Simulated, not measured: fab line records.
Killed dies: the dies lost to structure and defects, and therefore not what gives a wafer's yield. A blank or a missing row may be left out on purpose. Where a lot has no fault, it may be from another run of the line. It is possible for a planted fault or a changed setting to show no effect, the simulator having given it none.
fab line records + flow sky130
record
- lots=12
- wafers=34
- lastDay=50
route steps=708 shown FIELD_ISO@16 NWELL@78 VT_ADJUST_HVTP@93 LDD_HVP@288 PAD_OPEN@708
lots that met no fault: taken from a fault-free run of the same line
startH: the number of hours between the record's first day and the start of the first shown wafer of the lot + waitH: how many hours have passed since the lot's step before this one + " repeats the value in the row above + L1.1+2: a single row standing in for several wafers + - value missing, or start not given + * or withheld: withheld + < > ~ a bound
route shown NAME@n: a module of which the file shows steps, and the number in the route of the first + usual: mean/standard deviation of fault-free wafers + same: alike in all rows + chamber/n: place in a boat + sites: per-site readings + _std_site: standard deviation across them + _edge_site: inner sites' mean taken away from outer sites' mean + radiusMm: how far each site lies from the wafer's centre + mask NAME#n: copy n + behind: tool/chamber where the wafer was last shaped + hold: why the lot went on hold/how many hours it stayed there/how the hold came to an end + device: which transistor (n, p or np) failed to switch + end of line: the tests these same wafers got at the end of their route + a step given without rows: its recipe and nothing more + killed: not the wafer's yield, but the dies lost to structure and defects at the first sort + map: shows each die of a wafer: x if killed, . if not, _ if none is there
set.NAME: the setting the step ran with; set.NAME@STEP: the setting that earlier step ran with + model.NAME: the simulator's own value behind a step, which no gauge read
the route's steps for a sample of lots (tables are steps, rows are wafers)
services: the hour from which a tool's chamber was out of use, counted from the record's first day as startH (under 0 if before that day), plus the number of hours and why
## steps
# step SKY_FIELD_ISO_ETCH_15
# recipe
- chemistry=CHF3/O2
- targetDepthNm=180
- stopOn=Si
- sourceW=600
- biasW=200
- pressureMtorr=40
- chf3FlowSccm=50
- O2_flow_sccm=5
- timeS=72
# usual
- O2_flow_sccm=4.998/0.014
- biasW=200.1/0.64
- chf3FlowSccm=49.98/0.15
- drypumpMotorCurrentA=5.6/0.49
- oesProductAu=0.943/0.0066
- throttleValvePct=8.843/0.0092
| lot.wafer | tool       | chamber | startH | waitH | O2_flow_sccm | biasW | chf3FlowSccm | drypumpMotorCurrentA | oesProductAu | rfHoursCounterH | throttleValvePct |
|-----------|------------|---------|--------|-------|--------------|-------|--------------|----------------------|--------------|-----------------|------------------|
| L734.2    | rieDiel-04 | 2       | 36.74  | 0.0   | 4.975        | 200.2 | 49.88        | 6.5                  | 0.945        | 66              | 8.836            |
| L734.4    | "          | 1       | "      | "     | 5.012        | 199.2 | 50.09        | 5.8                  | 0.953        | 152             | 8.848            |
| L734.5    | "          | 3       | "      | "     | 4.975        | 200.5 | 49.89        | 5.9                  | 0.944        | -               | 8.842            |
| L738.1    | rieDiel-02 | 1       | 58.19  | 0.0   | -            | -     | -            | -                    | -            | -               | -                |
| L738.3    | "          | 0       | "      | "     | -            | -     | -            | -                    | -            | -               | -                |
| L738.5    | "          | 0       | "      | "     | -            | -     | -            | -                    | -            | -               | -                |
| L739.2    | rieDiel-01 | 3       | 61.79  | 0.0   | -            | -     | -            | -                    | -            | -               | -                |
| L739.3    | "          | 1       | "      | "     | -            | -     | -            | -                    | -            | -               | -                |
| L739.4    | "          | 0       | "      | "     | -            | -     | -            | -                    | -            | -               | -                |
| L740.1    | rieDiel-01 | 3       | 68.56  | 0.0   | -            | -     | -            | -                    | -            | -               | -                |
| L740.3    | "          | 1       | "      | "     | -            | -     | -            | -                    | -            | -               | -                |
| L740.5    | "          | 1       | "      | "     | -            | -     | -            | -                    | -            | -               | -                |
| L745.4    | rieDiel-04 | 1       | 92.86  | 0.0   | 4.982        | 199.0 | 50.10        | 5.8                  | 0.946        | 153             | 8.828            |
| L745.5    | "          | 3       | "      | "     | 4.986        | 200.4 | 49.89        | 5.9                  | 0.948        | -               | 8.842            |
| L745.6    | "          | 2       | "      | "     | 5.013        | 199.5 | 50.10        | 6.5                  | 0.949        | -               | 8.846            |
| L746.1    | rieDiel-01 | 0       | 97.31  | 0.0   | 5.027        | 200.5 | 49.85        | 6.2                  | 0.939        | 145             | 8.851            |
| L746.2    | "          | 2       | "      | "     | 4.988        | 201.3 | 49.91        | 5.5                  | 0.938        | 67              | 8.836            |
| L746.6    | "          | 1       | "      | "     | 4.990        | 199.5 | 49.90        | 5.2                  | 0.939        | -               | 8.839            |
| L747.2    | rieDiel-01 | 0       | 104.64 | 0.0   | 5.001        | 199.8 | 49.96        | 6.2                  | 0.951        | 145             | 8.838            |
| L747.4    | "          | 3       | "      | "     | 4.995        | 200.9 | 50.17        | 4.9                  | 0.955        | 123             | 8.848            |
| L751.1    | rieDiel-01 | 0       | 125.74 | 0.0   | 5.008        | 199.9 | 50.12        | 6.2                  | 0.950        | 146             | 8.846            |
| L751.3    | "          | 1       | "      | "     | 4.995        | 200.0 | 50.04        | 5.2                  | 0.954        | 106             | 8.843            |
| L751.5    | "          | 0       | "      | "     | 4.985        | 199.8 | 49.98        | 6.2                  | 0.952        | -               | 8.854            |
| L752.2    | rieDiel-02 | 1       | 130.49 | 0.0   | 5.000        | 200.6 | 49.97        | 5.5                  | 0.943        | 3               | 8.833            |
| L752.3    | "          | 2       | "      | "     | 4.967        | 201.2 | 49.73        | 4.8                  | 0.940        | 127             | 8.836            |
| L752.5    | "          | 2       | "      | "     | 4.972        | 200.0 | 50.00        | 4.8                  | 0.934        | -               | 8.848            |
| L753.2    | rieDiel-01 | 1       | 133.29 | 0.0   | 5.012        | 200.8 | 49.72        | 5.2                  | 0.952        | 106             | 8.843            |
| L753.4    | "          | 2       | "      | "     | 5.016        | 199.4 | 49.93        | 5.5                  | 0.941        | 68              | 8.848            |
| L753.6    | "          | 3       | "      | "     | 5.009        | 200.6 | 49.94        | 4.8                  | 0.929        | -               | 8.829            |
| L755.1    | rieDiel-01 | 2       | 143.39 | 0.0   | 4.978        | 199.3 | 50.08        | 5.5                  | 0.936        | 68              | 8.833            |
| L755.2    | "          | 3       | "      | "     | 4.986        | 199.9 | 50.00        | 4.8                  | 0.952        | 123             | 8.850            |
| L755.4    | "          | 1       | "      | "     | 4.989        | 200.5 | 49.82        | 5.2                  | 0.945        | 106             | 8.844            |
| L756.3    | rieDiel-01 | 0       | 147.69 | 0.0   | 4.980        | 199.9 | 50.36        | 6.2                  | 0.947        | 146             | 8.827            |
| L756.5    | "          | 1       | "      | "     | 5.005        | 201.1 | 50.29        | 5.2                  | 0.935        | -               | 8.864            |
# step SKY_FIELD_ISO_STRIP_16
# recipe
- chemistry=O2/N2
- powerW=1400
- pressureMtorr=1500
- platenTempC=withheld
- o2FlowSccm=3000
- n2FlowSccm=300
- overashFraction=0.5
# usual
- drypumpMotorCurrentA=5.9/0.46
- oesProductAu=0.378/0.0056
- stripTimeToEndpointS=3.55/0.038
| lot.wafer | tool           | chamber | startH | waitH | drypumpMotorCurrentA | oesProductAu | rfHoursCounterH | stripTimeToEndpointS |
|-----------|----------------|---------|--------|-------|----------------------|--------------|-----------------|----------------------|
| L734.2    | plasmaAsher-01 | 1       | 36.80  | 0.0   | 6.1                  | 0.377        | 36              | 3.53                 |
| L734.4    | "              | 0       | "      | "     | 5.4                  | 0.377        | -               | 3.51                 |
| L734.5    | "              | 1       | "      | "     | 6.1                  | 0.380        | -               | 3.57                 |
| L738.1    | plasmaAsher-02 | 1       | 58.25  | 0.0   | 6.4                  | 0.452        | 34              | 5.23                 |
| L738.3    | "              | 0       | "      | "     | 6.1                  | 0.455        | -               | 5.23                 |
| L738.5    | "              | 0       | "      | "     | 6.0                  | 0.448        | -               | 5.21                 |
| L739.2    | plasmaAsher-04 | 1       | 61.85  | 0.0   | 6.3                  | 0.443        | 26              | 5.18                 |
| L739.3    | "              | 0       | "      | "     | 5.1                  | 0.442        | -               | 5.19                 |
| L739.4    | "              | 1       | "      | "     | 6.3                  | 0.451        | -               | 5.19                 |
| L740.1    | plasmaAsher-01 | 1       | 68.62  | 0.0   | 6.1                  | 0.448        | 39              | 5.20                 |
| L740.3    | "              | 1       | "      | "     | 6.2                  | 0.442        | -               | 5.20                 |
| L740.5    | "              | 1       | "      | "     | 6.1                  | 0.438        | -               | 5.18                 |
| L745.4    | plasmaAsher-04 | 1       | 92.95  | 0.1   | 6.3                  | 0.379        | -               | 3.49                 |
| L745.5    | "              | 1       | "      | "     | 6.4                  | 0.367        | -               | 3.53                 |
| L745.6    | "              | 0       | "      | "     | 5.1                  | 0.374        | -               | 3.54                 |
| L746.1    | plasmaAsher-02 | 0       | 97.37  | 0.0   | 6.1                  | 0.381        | 38              | 3.55                 |
| L746.2    | "              | 1       | "      | "     | 6.5                  | 0.381        | 38              | 3.56                 |
| L746.6    | "              | 1       | "      | "     | 6.5                  | 0.379        | -               | 3.52                 |
| L747.2    | plasmaAsher-01 | 0       | 104.70 | 0.0   | 5.4                  | 0.387        | 43              | 3.56                 |
| L747.4    | "              | 0       | "      | "     | 5.4                  | 0.383        | -               | 3.68                 |
| L751.1    | plasmaAsher-02 | 0       | 125.80 | 0.0   | 6.1                  | 0.381        | 41              | 3.50                 |
| L751.3    | "              | 1       | "      | "     | 6.5                  | 0.378        | -               | 3.52                 |
| L751.5    | "              | 0       | "      | "     | 6.1                  | 0.371        | -               | 3.52                 |
| L752.2    | plasmaAsher-01 | 1       | 130.55 | 0.0   | 6.1                  | 0.377        | 45              | 3.58                 |
| L752.3    | "              | 0       | "      | "     | 5.4                  | 0.383        | -               | 3.58                 |
| L752.5    | "              | 0       | "      | "     | 5.4                  | 0.372        | -               | 3.58                 |
| L753.2    | plasmaAsher-01 | 1       | 133.35 | 0.0   | 6.1                  | 0.381        | 46              | 3.52                 |
| L753.4    | "              | 0       | "      | "     | 5.4                  | 0.378        | -               | 3.54                 |
| L753.6    | "              | 0       | "      | "     | 5.4                  | 0.388        | -               | 3.61                 |
| L755.1    | plasmaAsher-02 | 1       | 143.45 | 0.0   | 6.5                  | 0.387        | 43              | 3.58                 |
| L755.2    | "              | 0       | "      | "     | 6.1                  | 0.383        | 43              | 3.60                 |
| L755.4    | "              | 1       | "      | "     | 6.5                  | 0.379        | -               | 3.52                 |
| L756.3    | plasmaAsher-04 | 1       | 147.78 | 0.1   | 6.3                  | 0.375        | -               | 3.51                 |
| L756.5    | "              | 1       | "      | "     | 6.3                  | 0.384        | -               | 3.54                 |
# step SKY_NWELL_STRIP_25
# recipe
- chemistry=O2/N2
- powerW=1400
- pressureMtorr=1500
- platenTempC=withheld
- o2FlowSccm=3000
- n2FlowSccm=300
- overashFraction=0.5
# usual
- drypumpMotorCurrentA=5.7/0.42
- oesProductAu=0.722/0.0046
- stripTimeToEndpointS=36.94/0.09
| lot.wafer | tool           | chamber | startH | waitH | drypumpMotorCurrentA | oesProductAu | rfHoursCounterH | stripTimeToEndpointS |
|-----------|----------------|---------|--------|-------|----------------------|--------------|-----------------|----------------------|
| L734.2    | plasmaAsher-03 | 0       | 119.55 | 0.1   | 5.3                  | 0.726        | 0               | 36.96                |
| L734.4    | "              | 0       | "      | "     | 5.3                  | 0.727        | -               | 36.88                |
| L734.5    | "              | 1       | "      | "     | 5.5                  | 0.728        | -               | 36.87                |
| L745.4    | plasmaAsher-03 | 1       | 180.70 | 0.1   | 5.5                  | 0.716        | -               | 37.03                |
| L745.5    | "              | 0       | "      | "     | 5.3                  | 0.723        | -               | 36.86                |
| L745.6    | "              | 1       | "      | "     | 5.5                  | 0.725        | -               | 37.02                |
| L746.1    | plasmaAsher-04 | 0       | 188.88 | 0.1   | 5.2                  | 0.733        | 38              | 36.84                |
| L746.2    | "              | 1       | "      | "     | 6.4                  | 0.726        | 38              | 36.90                |
| L746.6    | "              | 0       | "      | "     | 5.2                  | 0.724        | -               | 37.07                |
| L747.2    | plasmaAsher-01 | 1       | 196.53 | 0.1   | 6.1                  | 0.723        | 50              | 36.94                |
| L747.4    | "              | 0       | "      | "     | 5.4                  | 0.719        | -               | 36.99                |
| L751.1    | plasmaAsher-04 | 0       | 221.23 | 0.2   | 5.1                  | 0.723        | 42              | 36.87                |
| L751.3    | "              | 1       | "      | "     | 6.3                  | 0.724        | -               | 36.88                |
| L751.5    | "              | 1       | "      | "     | 6.4                  | 0.720        | -               | 36.84                |
| L752.2    | plasmaAsher-04 | 1       | 229.18 | 0.1   | 6.4                  | 0.724        | 43              | 36.95                |
| L752.3    | "              | 1       | "      | "     | 6.4                  | 0.727        | -               | 36.93                |
| L752.5    | "              | 0       | "      | "     | 5.1                  | 0.721        | -               | 36.99                |
| L753.2    | plasmaAsher-03 | 0       | 230.13 | 0.1   | 5.3                  | 0.720        | 11              | 36.96                |
| L753.4    | "              | 1       | "      | "     | 5.5                  | 0.715        | -               | 36.92                |
| L753.6    | "              | 0       | "      | "     | 5.3                  | 0.723        | -               | 36.88                |
| L755.1    | plasmaAsher-01 | 0       | 242.22 | 0.1   | 5.4                  | 0.717        | 55              | 36.92                |
| L755.2    | "              | 1       | "      | "     | 6.1                  | 0.720        | 55              | 37.00                |
| L755.4    | "              | 1       | "      | "     | 6.1                  | 0.722        | -               | 36.98                |
| L756.3    | plasmaAsher-01 | 0       | 245.72 | 0.1   | 5.4                  | 0.717        | -               | 37.05                |
| L756.5    | "              | 1       | "      | "     | 6.1                  | 0.727        | -               | 36.98                |
# step SKY_VT_ADJUST_HVTP_OVL_MEAS_08
# usual
- VT_ADJUST_HVTP_OVL=1.2/1.2
| lot.wafer | tool       | chamber | startH | waitH | VT_ADJUST_HVTP_OVL[nm] |
|-----------|------------|---------|--------|-------|------------------------|
| L734.2    | overlay-01 | -       | 139.06 | 0.1   | 0.6                    |
| L734.4    | "          | -       | "      | "     | 1.4                    |
| L734.5    | "          | -       | "      | "     | 1.0                    |
| L745.4    | overlay-02 | -       | 203.37 | 0.1   | 0.1                    |
| L745.5    | "          | -       | "      | "     | 0.8                    |
| L745.6    | "          | -       | "      | "     | 1.3                    |
| L746.1    | overlay-02 | -       | 211.92 | 0.1   | 1.6                    |
| L746.2    | "          | -       | "      | "     | 1.3                    |
| L746.6    | "          | -       | "      | "     | 2.3                    |
| L747.2    | overlay-02 | -       | 219.76 | 0.1   | 1.9                    |
| L747.4    | "          | -       | "      | "     | 0.7                    |
| L751.1    | overlay-01 | -       | 245.92 | 0.1   | 1.7                    |
| L751.3    | "          | -       | "      | "     | 1.6                    |
| L751.5    | "          | -       | "      | "     | 1.6                    |
| L752.2    | overlay-01 | -       | 253.96 | 0.1   | 1.3                    |
| L752.3    | "          | -       | "      | "     | 2.6                    |
| L752.5    | "          | -       | "      | "     | 1.3                    |
| L753.2    | overlay-02 | -       | 255.16 | 0.1   | -0.6                   |
| L753.4    | "          | -       | "      | "     | 0.1                    |
| L753.6    | "          | -       | "      | "     | -0.2                   |
| L755.1    | overlay-01 | -       | 268.17 | 0.1   | 0.4                    |
| L755.2    | "          | -       | "      | "     | 2.1                    |
| L755.4    | "          | -       | "      | "     | 1.0                    |
| L756.3    | overlay-02 | -       | 271.76 | 0.1   | 2.4                    |
| L756.5    | "          | -       | "      | "     | 2.0                    |
# step SKY_LDD_HVP_TW_MEAS_10
# usual
- LDD_HVP_TW=459/3.2
| lot.wafer | tool         | chamber | startH | waitH | LDD_HVP_TW |
|-----------|--------------|---------|--------|-------|------------|
| L734.2    | filmMetro-03 | -       | 530.81 | 0.1   | 452        |
| L734.4    | "            | -       | "      | "     | 456        |
| L734.5    | "            | -       | "      | "     | 451        |
| L745.4    | filmMetro-04 | -       | 613.01 | 0.1   | 464        |
| L745.5    | "            | -       | "      | "     | 464        |
| L745.6    | "            | -       | "      | "     | 463        |
| L746.1    | filmMetro-04 | -       | 627.90 | 0.1   | 459        |
| L746.2    | "            | -       | "      | "     | 462        |
| L746.6    | "            | -       | "      | "     | 459        |
| L747.2    | filmMetro-03 | -       | 630.53 | 0.1   | 454        |
| L747.4    | "            | -       | "      | "     | 455        |
| L751.1    | filmMetro-01 | -       | 661.42 | 0.1   | 456        |
| L751.3    | "            | -       | "      | "     | 456        |
| L751.5    | "            | -       | "      | "     | 457        |
| L752.2    | filmMetro-04 | -       | 673.39 | 0.1   | 461        |
| L752.3    | "            | -       | "      | "     | 463        |
| L752.5    | "            | -       | "      | "     | 460        |
| L753.2    | filmMetro-01 | -       | 677.59 | 0.1   | 460        |
| L753.4    | "            | -       | "      | "     | 457        |
| L753.6    | "            | -       | "      | "     | 457        |
| L755.1    | filmMetro-04 | -       | 688.57 | 0.1   | 463        |
| L755.2    | "            | -       | "      | "     | 461        |
| L755.4    | "            | -       | "      | "     | 463        |
| L756.3    | filmMetro-04 | -       | 689.67 | 0.1   | 463        |
| L756.5    | "            | -       | "      | "     | 461        |
# step SKY_PAD_OPEN_PROBE_99
# usual
- killed_at_M0_to_M3=44/6.3
- killed_at_M4_up=3.1/1.8
- killedAtContacts=25/5.1
- killedAtFrontEnd=15/4.1
- killedAtOther=0.3/0.71
- killedDies=87/8.8
- killedOnRim=17/3.7
- killedOpen=47/6.8
- killedShort=40/6.7
# same
- grossDies=492
- killedAtBackSide=0
| lot.wafer | tool      | chamber | startH  | waitH | killed_at_M0_to_M3 | killed_at_M4_up | killedAtContacts | killedAtFrontEnd | killedAtOther | killedDies | killedOnRim | killedOpen | killedShort |
|-----------|-----------|---------|---------|-------|--------------------|-----------------|------------------|------------------|---------------|------------|-------------|------------|-------------|
| L738.1    | prober-01 | -       | 1113.70 | 0.1   | 54                 | 1               | 13               | 424              | 0             | 492        | 96          | 44         | 46          |
| L738.3    | prober-01 | -       | 1113.80 | 0.2   | 42                 | 6               | 26               | 418              | 0             | 492        | 96          | 54         | 41          |
| L738.5    | prober-01 | -       | 1113.90 | 0.2   | 53                 | 1               | 31               | 407              | 0             | 492        | 96          | 59         | 43          |
| L739.2    | prober-02 | -       | 1116.95 | 0.1   | 40                 | 4               | 27               | 421              | 0             | 492        | 96          | 51         | 37          |
| L739.3    | prober-02 | -       | 1117.00 | 0.2   | 42                 | 4               | 30               | 416              | 0             | 492        | 96          | 53         | 37          |
| L739.4    | prober-02 | -       | 1117.05 | 0.2   | 43                 | 8               | 26               | 415              | 0             | 492        | 96          | 52         | 44          |
| L740.1    | prober-01 | -       | 1128.87 | 0.1   | 48                 | 3               | 18               | 423              | 0             | 492        | 96          | 47         | 34          |
| L740.3    | prober-01 | -       | 1128.97 | 0.2   | 40                 | 0               | 27               | 425              | 0             | 492        | 96          | 49         | 35          |
| L740.5    | prober-01 | -       | 1129.07 | 0.2   | 40                 | 5               | 30               | 417              | 0             | 492        | 96          | 44         | 43          |
# killed by level:class
L738.1 FIELD_ISO:areaEtch=402 VIA1:geometricParticle:open=11 VIA1:geometricParticle:short=9 METAL2:geometricParticle:short=9 POLY_GATE:geometricParticle:open=6 CONTACT:geometricParticle:open=6 FIELD_ISO:geometricParticle:short=5 VIA2:geometricParticle:open=4
L738.3 FIELD_ISO:areaEtch=397 CONTACT:geometricParticle:open=11 VIA1:geometricParticle:open=11 CONTACT:geometricParticle:short=7 VIA3:geometricParticle:open=7 FIELD_ISO:geometricParticle:open=5 LI_CONTACT:geometricParticle:open=5 METAL1:geometricParticle:short=5
L738.5 FIELD_ISO:areaEtch=390 VIA1:geometricParticle:open=14 CONTACT:geometricParticle:open=10 LI_CONTACT:geometricParticle:open=9 VIA2:geometricParticle:open=8 VIA2:geometricParticle:short=7 LOCAL_INTERCONNECT:geometricParticle:short=6 CONTACT:geometricParticle:short=6
L739.2 FIELD_ISO:areaEtch=404 VIA1:geometricParticle:open=13 CONTACT:geometricParticle:open=10 LI_CONTACT:geometricParticle:open=8 VIA2:geometricParticle:open=6 FIELD_ISO:geometricParticle:short=5 CONTACT:geometricParticle:short=4 VIA2:geometricParticle:short=4
L739.3 FIELD_ISO:areaEtch=402 LI_CONTACT:geometricParticle:open=15 VIA1:geometricParticle:open=10 VIA2:geometricParticle:open=7 METAL1:geometricParticle:short=6 CONTACT:geometricParticle:open=5 VIA3:geometricParticle:open=5 FIELD_ISO:geometricParticle:short=4
L739.4 FIELD_ISO:areaEtch=396 VIA1:geometricParticle:open=11 CONTACT:geometricParticle:open=10 LI_CONTACT:geometricParticle:open=8 FIELD_ISO:geometricParticle:open=7 METAL4:geometricParticle:short=7 VIA2:geometricParticle:open=6 METAL1:geometricParticle:short=5
L740.1 FIELD_ISO:areaEtch=411 VIA1:geometricParticle:open=12 VIA3:geometricParticle:open=9 CONTACT:geometricParticle:open=7 LI_CONTACT:geometricParticle:open=6 VIA1:geometricParticle:short=6 METAL2:geometricParticle:short=6 VIA2:geometricParticle:open=6
L740.3 FIELD_ISO:areaEtch=408 CONTACT:geometricParticle:open=14 VIA2:geometricParticle:open=11 FIELD_ISO:geometricParticle:open=5 POLY_GATE:geometricParticle:short=5 VIA1:geometricParticle:open=5 LI_CONTACT:geometricParticle:short=4 LI_CONTACT:geometricParticle:open=4
L740.5 FIELD_ISO:areaEtch=405 CONTACT:geometricParticle:open=9 CONTACT:geometricParticle:short=8 METAL1:geometricParticle:short=8 VIA1:geometricParticle:open=8 VIA2:geometricParticle:open=6 VIA3:geometricParticle:open=6 LI_CONTACT:geometricParticle:open=5
## services
| tool           | chamber | startH | hours | kind          |
|----------------|---------|--------|-------|---------------|
| plasmaAsher-04 | -       | 12.78  | 0.6   | repair        |
| plasmaAsher-03 | -       | 12.91  | 3.7   | repair        |
| plasmaAsher-02 | -       | 49.31  | 3.9   | repair        |
| plasmaAsher-02 | -       | 51.32  | 2.6   | repair        |
| plasmaAsher-03 | -       | 86.24  | 4.9   | repair        |
| plasmaAsher-01 | -       | 95.26  | 4.0   | repair        |
| plasmaAsher-03 | -       | 108.75 | 9.0   | pm            |
| plasmaAsher-03 | 0       | 108.75 | 9.0   | ventCycle     |
| rieDiel-01     | 3       | 117.76 | 12.3  | repair        |
| rieDiel-02     | 0       | 137.31 | 6.4   | repair        |
| rieDiel-02     | 3       | 163.82 | 4.0   | repair        |
| plasmaAsher-01 | -       | 177.35 | 10.0  | pm            |
| rieDiel-04     | 0       | 188.48 | 3.9   | repair        |
| rieDiel-01     | 0       | 191.33 | -     | clean         |
| rieDiel-01     | 0       | 191.33 | 24.7  | scheduledDown |
| rieDiel-01     | 0       | 191.33 | 24.7  | ventCycle     |
| rieDiel-01     | 1       | 196.11 | 8.2   | repair        |
| rieDiel-02     | -       | 197.47 | 7.4   | repair        |
| plasmaAsher-02 | -       | 197.57 | 2.1   | repair        |
| plasmaAsher-03 | -       | 202.30 | 2.8   | pm            |
| plasmaAsher-03 | -       | 205.62 | 3.6   | repair        |
| rieDiel-01     | 3       | 217.88 | 5.2   | repair        |
| rieDiel-01     | -       | 226.00 | 1.0   | repair        |
| rieDiel-02     | -       | 235.92 | 15.6  | pm            |
## key
firstSign
- step=SKY_FIELD_ISO_ETCH_15
- reading=toolRecord
- direction=missing
effect
- step=SKY_FIELD_ISO_STRIP_16
- reading=stripTimeToEndpointS
- direction=up
- sigmas=43
- usual=*
- struck=*
effect
- step=SKY_PAD_OPEN_PROBE_99
- reading=killedAtFrontEnd
- direction=up
- sigmas=99
- usual=15
- struck=418
moreKillsBornAt
- SKY_FIELD_ISO_ETCH_15@rieDiel-01=2426
- SKY_FIELD_ISO_ETCH_15@rieDiel-02=1189
metAt SKY_FIELD_ISO_ETCH_15
struckLots L738,L739,L740
laterRowsLeftOut L738.1,L738.3,L738.5,L739.2,L739.3,L739.4,L740.1,L740.3,L740.5
testerLeftOut L738,L739,L740
notActingAt SKY_NWELL_STRIP_25,SKY_VT_ADJUST_HVTP_OVL_MEAS_08,SKY_LDD_HVP_TW_MEAS_10
fault
- kind=skippedStepWhole
- tool=rieDiel-01,rieDiel-02
- chamber=-
- onsetH=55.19
- steps=SKY_FIELD_ISO_ETCH_15
- scope=struckLotsOnly
# testerLeftOut: of these lots the tester's yield and bins aren't shown, on N5 and GAA mostly nor the transistor test; their killed dies are dies lost to structure and defects alone, not to doping, threshold or leakage, so they don't give the yield
# laterRowsLeftOut: the simulator's readings of these wafers behind a module that went badly wrong aren't trusted and aren't shown, but for the sort
